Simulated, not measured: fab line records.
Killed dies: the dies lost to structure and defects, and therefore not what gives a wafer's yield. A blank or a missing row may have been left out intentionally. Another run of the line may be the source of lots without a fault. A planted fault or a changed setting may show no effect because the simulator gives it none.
Problem report in the 8D (eight disciplines) form, filled by code    flow gf180mcu    the parts of the form that need people (team, actions taken, sign-off) are left out

== 1. PROBLEM STATEMENT ==
M2_ALCU_THK at GF_M2_THK_MEAS_06 reads a mean of 476 nm on 1 wafer of 1 lot; wafers without a fault read 443 nm with a standard deviation of 4.7. That puts it +7.0 standard deviations away from the usual mean.
The step: measures by xrf.
Seen first at day 22 18:18 on film_metro-02, wafer L268.3. The record has a number at this step for 32 wafers belonging to 11 lots. By rule, "out" or "out of limits" means more than 4 standard deviations away from the usual mean. All remaining wafers that have a number are taken as sound.

== 2. WHAT IT IS AND WHAT IT IS NOT ==
question                     is                 is not
which readings at this step  M2_ALCU_THK        -
which lots                   L268               L257, L259, L260, L261, L262, L263, L275, L278, L279, L280
which wafers of those lots   L268.3             L268.4
read on which gauges         film_metro-02      film_metro-01, film_metro-03
when                         from day 22 18:18  up to then (19 sound wafers); but 12 sound wafers of L275, L278, L279, L280 came after

== 3. SUSPECTS, AND WHAT RULES EACH OUT ==
Counting: if a tool at a process step up to the reading ran every lot that is out, it stays a suspect. Sound lots after the first of them don't rule it out here, since some wafers of a struck lot are sound.
- the gauge at GF_M2_THK_MEAS_06: kept. All the wafers that are out were read on film_metro-02, and no step on other tools shows them out.
- rie_diel-02 at GF_V1_ETCH_16 (etches BARC in N2/H2): kept. L268, the lot that is out, went through it at day 22 16:32; up to then, the latest sound lot through it was L261 at day 20 04:53.
- pvd_sputter-02 at GF_M2_SPUTTER_04 (material TiN, target thk 50 nm, time 41.7 s): kept. L268, the lot that is out, went through it at day 22 18:07; up to then, the latest sound lot through it was L263 at day 21 07:22.
- Within rie_diel-02 at GF_V1_ETCH_16, the wafers that are out were processed in chamber 2 and their sound lot-mates in chamber 1.
Still standing after the count: rie_diel-02 at GF_V1_ETCH_16, pvd_sputter-02 at GF_M2_SPUTTER_04, film_metro-02 at GF_M2_THK_MEAS_06.

== 4. THE CAUSE (what the simulator had put in) ==
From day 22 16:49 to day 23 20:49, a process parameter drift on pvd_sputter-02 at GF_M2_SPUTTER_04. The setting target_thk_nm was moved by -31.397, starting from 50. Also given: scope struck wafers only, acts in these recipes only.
3 suspects survive the count, and this tool is in that group.

== 5. SEQUENCE OF EFFECTS, ordered by route ==
Each row: a reading where the mean over the struck wafers with a number is more than 3 standard deviations away from the usual. Readings are gone through only where the record gives a usual standard deviation; hours: the median, over the lots, of the time from a lot's start at the first step in this table giving one to that lot's start at this step; sigmas: the change measured in usual standard deviations.
hours  step                 reading             usual       on struck wafers  change  sigmas
0      GF_M2_THK_MEAS_06    M2_ALCU_THK         443 nm      476               +33     +7.0
24     GF_M2_METAL_ETCH_16  oes_product_au      0.971 a.u.  0.945             -0.026  -3.9
24     GF_M2_METAL_ETCH_16  throttle_valve_pct  28.251 %    28.282            +0.031  +3.1
Its process steps:
- GF_M2_METAL_ETCH_16: etches the open film in Cl2/BCl3, stops on SiO2, target depth 627.5 nm, time 104.6 s.

== 6. HOW IT WOULD HAVE BEEN CAUGHT EARLIER ==
In this record the first reading out of limits at a measuring or inspecting step was taken at day 22 18:18, 1 hour after the fault began at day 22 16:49.
Of the tool readings at GF_M2_SPUTTER_04 for which the record gives a usual standard deviation, none was out on any struck wafer, so an alarm limit of 4 standard deviations on them would not have fired.
By day 22 18:18, every lot that is out (1) had started GF_M2_SPUTTER_04 on pvd_sputter-02. Holding the tool at that point would not have protected any of them.
